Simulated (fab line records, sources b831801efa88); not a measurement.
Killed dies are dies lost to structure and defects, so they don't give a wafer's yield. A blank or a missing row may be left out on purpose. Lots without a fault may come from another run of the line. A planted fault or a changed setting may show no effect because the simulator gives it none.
Chamber matching | flow sky130 | SKY_VIA4_CMP_21 on cmp-01: 4 sister chambers
The step polishes, stops on SiO2, t overpolish 25 s, target thk 0 nm. 8 wafers are shown with their chamber, then 7 later ones without.

WAFERS WITH THEIR CHAMBER
wafer  | chamber | motor_current_A (A) | time_to_endpoint_s (s)
L631.4 | 0       | 10.4                | 127
L639.3 | 2       | 10.4                | 122
L639.4 | 3       | 10.4                | 125
L639.5 | 0       | 10.3                | 121
L640.3 | 3       | 10.8                | 118
L640.5 | 1       | 11.2                | 117
L643.1 | 2       | 10.4                | 120
L643.2 | 1       | 11.3                | 116

WAFERS WITHOUT THEIR CHAMBER
wafer  | motor_current_A (A) | time_to_endpoint_s (s)
L643.5 | 10.4                | 117
L644.2 | 11.7                | 120
L644.5 | 10.2                | 126
L644.6 | 10.5                | 126
L647.2 | 9.8                 | 120
L647.3 | 10.4                | 118
L647.6 | 9.9                 | 125

WHICH CHAMBER EACH WENT THROUGH
wafer  | from the rows above          | in truth
L643.5 | can't be placed: 2 or 3 or 0 | 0
L644.2 | 1                            | 1
L644.5 | can't be placed: 0 or 2 or 3 | 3
L644.6 | can't be placed: 0 or 3 or 2 | 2
L647.2 | can't be placed: 0 or 2 or 3 | 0
L647.3 | can't be placed: 2 or 3 or 0 | 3
L647.6 | can't be placed: 0 or 2 or 3 | 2
Placed correctly: 1 of 7. Can't be placed from these rows: 6 (the true chamber is among the candidates in 6). Placed wrongly: 0.
How it was worked out, from the rows above alone: a wafer's distance from a chamber is the root of the sum, over the readings, of the square of ((its reading less the chamber's mean) divided by the reading's scatter). The wafer belongs to the nearest chamber; if the next one is less than 2 further off, it can't be placed. A chamber's mean is the mean of its shown wafers. The scatter: the root of (the sum of the squares of (reading less its chamber's mean) over the shown wafers, divided by (wafers less chambers)).
